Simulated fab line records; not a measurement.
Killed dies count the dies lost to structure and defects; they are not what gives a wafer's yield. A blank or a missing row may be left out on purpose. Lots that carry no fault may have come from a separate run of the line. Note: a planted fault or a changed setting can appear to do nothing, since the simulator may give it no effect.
Which tool is to blame? + flow gf180mcu + Sampling: 24 lots, 72 wafers, 3 of 602 route steps

== WHAT THE GAUGES SHOWED, per wafer ==
GF_STI_THK_MEAS_04. Usual: STI_CVD_03_THK typically reads 206.0 nm, with standard deviation 1.7.
| lot  | measured    | on            | STI_CVD_03_THK (nm) | flag |
|------|-------------|---------------|---------------------|------|
| L074 | day 1 13:34 | film metro-03 | 204.1 206.3 204.6   |      |
| L075 | day 1 18:34 | film metro-03 | 206.6 205.5 204.8   |      |
| L076 | day 1 23:34 | film metro-02 | 205.2 202.7 203.9   |      |
| L077 | day 2 05:54 | film metro-03 | 206.2 206.3 204.9   |      |
| L078 | day 2 10:12 | film metro-01 | 207.0 204.1 204.9   |      |
| L079 | day 2 15:33 | film metro-03 | 205.9 206.3 207.7   |      |
| L080 | day 2 19:34 | film metro-03 | 205.0 204.0 203.9   |      |
| L081 | day 3 01:43 | film metro-03 | 206.5 205.1 208.4   |      |
| L082 | day 3 05:34 | film metro-01 | 205.6 207.2 206.7   |      |
| L083 | day 3 10:34 | film metro-02 | 205.9 205.9 206.7   |      |
| L084 | day 3 16:13 | film metro-03 | 204.7 202.5 205.0   |      |
| L085 | day 3 20:50 | film metro-03 | 206.0 205.6 204.2   |      |
| L086 | day 4 01:34 | film metro-02 | 204.9 204.9 206.6   |      |
| L087 | day 4 07:34 | film metro-02 | 204.9 205.4 206.6   |      |
| L088 | day 4 11:34 | film metro-01 | 207.1 206.5 209.0   |      |
| L089 | day 4 16:34 | film metro-01 | 205.1 204.4 202.9   |      |
| L090 | day 4 23:37 | film metro-03 | 209.0 208.1 210.0   |      |
| L091 | day 5 02:34 | film metro-01 | 207.9 207.5 208.7   |      |
| L092 | day 5 09:35 | film metro-03 | 203.5 205.1 205.5   |      |
| L093 | day 5 12:34 | film metro-01 | 209.2 208.2 207.3   |      |
| L094 | day 5 17:35 | film metro-02 | 205.5 205.9 204.8   |      |
| L095 | day 5 23:47 | film metro-01 | 205.3 203.4 203.9   |      |
| L096 | day 6 03:34 | film metro-01 | 205.3 204.4 206.0   |      |
| L097 | day 6 08:34 | film metro-02 | 209.8 210.2 207.7   |      |

GF_M1_CD_MEAS_14: the cd target is 230 nm. Usual: cd nm 230.2 nm, standard deviation 1.3.
| lot  | measured     | on        | cd nm (nm)        | flag |
|------|--------------|-----------|-------------------|------|
| L074 | day 17 01:29 | cd sem-01 | 231.3 230.8 232.2 |      |
| L075 | day 17 14:11 | cd sem-02 | 230.2 230.2 229.6 |      |
| L076 | day 17 23:46 | cd sem-01 | 230.1 230.7 231.4 |      |
| L077 | day 18 12:58 | cd sem-02 | 230.5 229.5 228.6 |      |
| L078 | day 19 01:01 | cd sem-02 | 230.9 231.0 231.7 |      |
| L079 | day 19 07:34 | cd sem-01 | 229.3 229.8 230.0 |      |
| L080 | day 19 22:59 | cd sem-02 | 230.2 229.6 229.9 |      |
| L081 | day 19 23:55 | cd sem-02 | 231.1 231.1 232.1 |      |
| L082 | day 20 14:13 | cd sem-02 | 227.0 228.9 229.5 |      |
| L083 | day 20 19:13 | cd sem-01 | 229.4 230.9 229.7 |      |
| L084 | day 21 04:28 | cd sem-02 | 228.1 228.8 227.7 |      |
| L085 | day 21 13:49 | cd sem-02 | 230.4 229.1 230.3 |      |
| L086 | day 22 01:17 | cd sem-01 | 229.8 229.4 229.6 |      |
| L087 | day 22 03:53 | cd sem-02 | 229.1 230.1 230.0 |      |
| L088 | day 22 12:52 | cd sem-01 | 230.8 230.3 229.3 |      |
| L089 | day 22 21:07 | cd sem-02 | 231.0 232.4 231.9 |      |
| L090 | day 23 06:23 | cd sem-02 | 231.8 232.0 232.7 |      |
| L091 | day 23 14:28 | cd sem-01 | 230.7 230.0 230.6 |      |
| L092 | day 23 22:57 | cd sem-02 | 230.5 230.2 230.5 |      |
| L093 | day 24 07:10 | cd sem-01 | 231.4 231.3 230.9 |      |
| L094 | day 24 11:03 | cd sem-02 | 232.5 231.3 231.2 |      |
| L095 | day 24 21:01 | cd sem-01 | 229.3 228.4 227.5 |      |
| L096 | day 25 03:56 | cd sem-02 | 231.8 232.7 231.8 |      |
| L097 | day 25 12:37 | cd sem-02 | 228.4 228.4 229.0 |      |

== WHICH TOOL RAN EACH LOT (tool, then ch and the chambers of the sampled wafers, then the start) ==
| lot  | GF_STI_CMP_25                |
|------|------------------------------|
| L074 | cmp-02 ch 0,2,3, day 2 03:08 |
| L075 | cmp-02 ch 0,1, day 2 08:25   |
| L076 | cmp-01 ch 1,2, day 2 13:50   |
| L077 | cmp-02 ch 1,2,3, day 2 20:41 |
| L078 | cmp-01 ch 1,2, day 3 02:32   |
| L079 | cmp-01 ch 1,2, day 3 06:07   |
| L080 | cmp-01 ch 2,3, day 3 11:20   |
| L081 | cmp-01 ch 0,2, day 3 16:46   |
| L082 | cmp-01 ch 1,2,3, day 3 20:56 |
| L083 | cmp-02 ch 1,2, day 4 01:57   |
| L084 | cmp-01 ch 0,2,3, day 4 07:50 |
| L085 | cmp-01 ch 0,1,3, day 4 12:39 |
| L086 | cmp-01 ch 0,2,3, day 4 18:58 |
| L087 | cmp-01 ch 1,2,3, day 4 23:20 |
| L088 | cmp-01 ch 0,2,3, day 5 03:20 |
| L089 | cmp-01 ch 0,1,3, day 5 09:56 |
| L090 | cmp-01 ch 0,1, day 5 15:13   |
| L091 | cmp-01 ch 0,2,3, day 5 19:04 |
| L092 | cmp-01 ch 1,2, day 6 02:50   |
| L093 | cmp-01 ch 0,1,3, day 6 04:56 |
| L094 | cmp-01 ch 0,1,2, day 6 11:02 |
| L095 | cmp-02 ch 0,2,3, day 6 17:39 |
| L096 | cmp-02 ch 1,2, day 6 21:11   |
| L097 | cmp-01 ch 0,1,3, day 7 02:21 |
- GF_STI_CMP_25: polishes, stops on Si3N4, t overpolish 33 s, target thk 524.6 nm.

== AS READ BY THE TOOLS THEMSELVES (means over the sampled wafers that have a number; for cases with no such wafer, the mark the record gives instead) ==
GF_STI_CMP_25. Usual: motor current A 12.0 A, standard deviation 1.4; overpolish run s 33.000 s, standard deviation 0.0087; time to endpoint s 123 s, standard deviation 5.7.
| lot  | tool   | motor current A (A) | overpolish run s (s) | time to endpoint s (s) | flag |
|------|--------|---------------------|----------------------|------------------------|------|
| L074 | cmp-02 | 12.3                | 33.001               | 124                    |      |
| L075 | cmp-02 | 13.0                | 33.004               | 122                    |      |
| L076 | cmp-01 | 12.6                | 33.001               | 127                    |      |
| L077 | cmp-02 | 12.9                | 32.997               | 119                    |      |
| L078 | cmp-01 | 11.2                | 32.995               | 120                    |      |
| L079 | cmp-01 | 12.3                | 33.003               | 130                    |      |
| L080 | cmp-01 | 10.6                | 32.990               | 125                    |      |
| L081 | cmp-01 | 11.5                | 33.004               | 122                    |      |
| L082 | cmp-01 | 11.8                | 32.992               | 124                    |      |
| L083 | cmp-02 | 12.3                | 33.003               | 115                    |      |
| L084 | cmp-01 | 11.3                | 33.006               | 121                    |      |
| L085 | cmp-01 | 12.4                | 33.005               | 127                    |      |
| L086 | cmp-01 | 11.3                | 33.002               | 117                    |      |
| L087 | cmp-01 | 11.7                | 33.001               | 126                    |      |
| L088 | cmp-01 | 10.7                | 32.998               | 122                    |      |
| L089 | cmp-01 | 11.8                | 32.996               | 129                    |      |
| L090 | cmp-01 | 12.2                | 33.001               | 119                    |      |
| L091 | cmp-01 | 10.6                | 32.999               | 117                    |      |
| L092 | cmp-01 | 12.5                | 33.003               | 125                    |      |
| L093 | cmp-01 | 12.0                | 32.996               | 129                    |      |
| L094 | cmp-01 | 11.9                | 33.000               | 123                    |      |
| L095 | cmp-02 | 12.4                | 32.996               | 117                    |      |
| L096 | cmp-02 | 12.4                | 32.999               | 118                    |      |
| L097 | cmp-01 | 12.3                | 33.008               | 121                    |      |

== THE ANSWER, worked out from the rows above alone ==
Rule: a lot is off if the mean of its wafers that have a number lies more than 3 standard deviations from the usual mean. A lot without any number at a reading at which 4 lots or more have one is off too. Any other lot the step has rows for is counted as sound. First the gauges in route order, then the tools' own readings, where a lot's mean is used as printed above. At the first step where some lot is off, the reading lying furthest off is the one used; lots without a number count as furthest.
None of the lots is off at any reading shown; this tells nothing.

== WHAT WAS PUT IN BY THE SIMULATOR ==
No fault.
